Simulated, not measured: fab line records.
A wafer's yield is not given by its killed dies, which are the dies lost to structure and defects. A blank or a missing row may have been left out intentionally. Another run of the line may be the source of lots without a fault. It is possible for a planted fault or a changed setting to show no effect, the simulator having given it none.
Chamber matching || flow sky130 || SKY_VIA2_CMP_02 on cmp-02 has 4 sister chambers
The step polishes SiO2. 20 wafers are shown with their chamber, then 10 later ones without.

WAFERS WITH THEIR CHAMBER
{"wafer": "L724.2", "chamber": 2, "motor_current_A (A)": 13.3, "head_pressure_psi (psi)": 4.001, "edge_zone_pressure_frac": 0.993}
{"wafer": "L724.4", "chamber": 1, "motor_current_A (A)": 11.8, "head_pressure_psi (psi)": 4.000, "edge_zone_pressure_frac": 1.009}
{"wafer": "L724.5", "chamber": 2, "motor_current_A (A)": 13.9, "head_pressure_psi (psi)": 3.992, "edge_zone_pressure_frac": 0.999}
{"wafer": "L729.1", "chamber": 0, "motor_current_A (A)": 12.0, "head_pressure_psi (psi)": 3.992, "edge_zone_pressure_frac": 0.993}
{"wafer": "L729.3", "chamber": 2, "motor_current_A (A)": 13.4, "head_pressure_psi (psi)": 3.997, "edge_zone_pressure_frac": 0.998}
{"wafer": "L729.6", "chamber": 2, "motor_current_A (A)": 13.8, "head_pressure_psi (psi)": 3.989, "edge_zone_pressure_frac": 0.999}
{"wafer": "L733.4", "chamber": 2, "motor_current_A (A)": 13.6, "head_pressure_psi (psi)": 3.986, "edge_zone_pressure_frac": 1.002}
{"wafer": "L733.5", "chamber": 0, "motor_current_A (A)": 11.4, "head_pressure_psi (psi)": 4.011, "edge_zone_pressure_frac": 0.999}
{"wafer": "L733.6", "chamber": 1, "motor_current_A (A)": 11.9, "head_pressure_psi (psi)": 4.001, "edge_zone_pressure_frac": 1.002}
{"wafer": "L734.2", "chamber": 2, "motor_current_A (A)": 13.7, "head_pressure_psi (psi)": 3.988, "edge_zone_pressure_frac": 1.003}
{"wafer": "L734.5", "chamber": 1, "motor_current_A (A)": 12.0, "head_pressure_psi (psi)": 4.012, "edge_zone_pressure_frac": 0.991}
{"wafer": "L734.6", "chamber": 0, "motor_current_A (A)": 12.3, "head_pressure_psi (psi)": 4.001, "edge_zone_pressure_frac": 1.002}
{"wafer": "L735.1", "chamber": 3, "motor_current_A (A)": 12.4, "head_pressure_psi (psi)": 4.016, "edge_zone_pressure_frac": 1.002}
{"wafer": "L735.2", "chamber": 2, "motor_current_A (A)": 14.4, "head_pressure_psi (psi)": 4.002, "edge_zone_pressure_frac": 0.993}
{"wafer": "L735.6", "chamber": 0, "motor_current_A (A)": 12.4, "head_pressure_psi (psi)": 4.001, "edge_zone_pressure_frac": 0.996}
{"wafer": "L739.1", "chamber": 3, "motor_current_A (A)": 12.2, "head_pressure_psi (psi)": 4.015, "edge_zone_pressure_frac": 0.997}
{"wafer": "L739.2", "chamber": 1, "motor_current_A (A)": 12.1, "head_pressure_psi (psi)": 4.016, "edge_zone_pressure_frac": 0.996}
{"wafer": "L739.6", "chamber": 0, "motor_current_A (A)": 12.3, "head_pressure_psi (psi)": 4.010, "edge_zone_pressure_frac": 0.994}
{"wafer": "L744.1", "chamber": 1, "motor_current_A (A)": 11.9, "head_pressure_psi (psi)": 4.001, "edge_zone_pressure_frac": 0.997}
{"wafer": "L744.5", "chamber": 3, "motor_current_A (A)": 12.0, "head_pressure_psi (psi)": 3.991, "edge_zone_pressure_frac": 0.997}

SIGNATURES (means of the wafers above)
{"reading": "motor_current_A", "chamber 0": 12.080, "chamber 1": 11.940, "chamber 2": 13.729, "chamber 3": 12.200, "scatter within a chamber": 0.316}
{"reading": "head_pressure_psi", "chamber 0": 4.00300, "chamber 1": 4.00600, "chamber 2": 3.99357, "chamber 3": 4.00733, "scatter within a chamber": 0.00835}
{"reading": "edge_zone_pressure_frac", "chamber 0": 0.99680, "chamber 1": 0.99900, "chamber 2": 0.99814, "chamber 3": 0.99867, "scatter within a chamber": 0.00468}
Rule: for each reading, subtract the chamber's mean from the wafer's reading, divide by that reading's scatter and square the result; add these up over the readings and take the root, which gives the wafer's distance from the chamber. If the next closest chamber is less than 2 further off than the closest, the wafer can't be placed; otherwise it belongs to the closest. How the scatter is found: for the shown wafers, subtract from each reading the mean of its chamber, square and add these, divide the total by (wafers less chambers), then take the root.

WAFERS WITHOUT THEIR CHAMBER
{"wafer": "L744.6", "motor_current_A (A)": 13.2, "head_pressure_psi (psi)": 3.997, "edge_zone_pressure_frac": 1.006}
{"wafer": "L745.3", "motor_current_A (A)": 14.0, "head_pressure_psi (psi)": 4.000, "edge_zone_pressure_frac": 1.012}
{"wafer": "L745.4", "motor_current_A (A)": 12.6, "head_pressure_psi (psi)": 4.009, "edge_zone_pressure_frac": 1.000}
{"wafer": "L745.5", "motor_current_A (A)": 13.0, "head_pressure_psi (psi)": 4.000, "edge_zone_pressure_frac": 1.008}
{"wafer": "L746.2", "motor_current_A (A)": 12.5, "head_pressure_psi (psi)": 3.997, "edge_zone_pressure_frac": 0.997}
{"wafer": "L746.3", "motor_current_A (A)": 11.7, "head_pressure_psi (psi)": 3.991, "edge_zone_pressure_frac": 0.989}
{"wafer": "L746.4", "motor_current_A (A)": 12.3, "head_pressure_psi (psi)": 3.996, "edge_zone_pressure_frac": 1.001}
{"wafer": "L747.1", "motor_current_A (A)": 12.4, "head_pressure_psi (psi)": 3.990, "edge_zone_pressure_frac": 1.002}
{"wafer": "L747.3", "motor_current_A (A)": 11.9, "head_pressure_psi (psi)": 4.001, "edge_zone_pressure_frac": 0.993}
{"wafer": "L747.5", "motor_current_A (A)": 12.4, "head_pressure_psi (psi)": 3.992, "edge_zone_pressure_frac": 0.998}

THE CHAMBER EACH PASSED THROUGH
{"wafer": "L744.6", "from the rows above": "can't be placed: 2 or 3 or 0 or 1", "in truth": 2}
{"wafer": "L745.3", "from the rows above": 2, "in truth": 2}
{"wafer": "L745.4", "from the rows above": "can't be placed: 3 or 0 or 1", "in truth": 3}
{"wafer": "L745.5", "from the rows above": "can't be placed: 2 or 3 or 0 or 1", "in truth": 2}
{"wafer": "L746.2", "from the rows above": "can't be placed: 0 or 3 or 1", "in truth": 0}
{"wafer": "L746.3", "from the rows above": "can't be placed: 0 or 1 or 3", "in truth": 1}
{"wafer": "L746.4", "from the rows above": "can't be placed: 0 or 3 or 1", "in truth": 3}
{"wafer": "L747.1", "from the rows above": "can't be placed: 0 or 3 or 1", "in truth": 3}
{"wafer": "L747.3", "from the rows above": "can't be placed: 0 or 1 or 3", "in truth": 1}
{"wafer": "L747.5", "from the rows above": "can't be placed: 0 or 3 or 1", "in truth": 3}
1 of 10 placed correctly. Cannot be placed on the basis of these rows: 9; the candidates contain the true chamber in 9. Placed wrongly: 0.
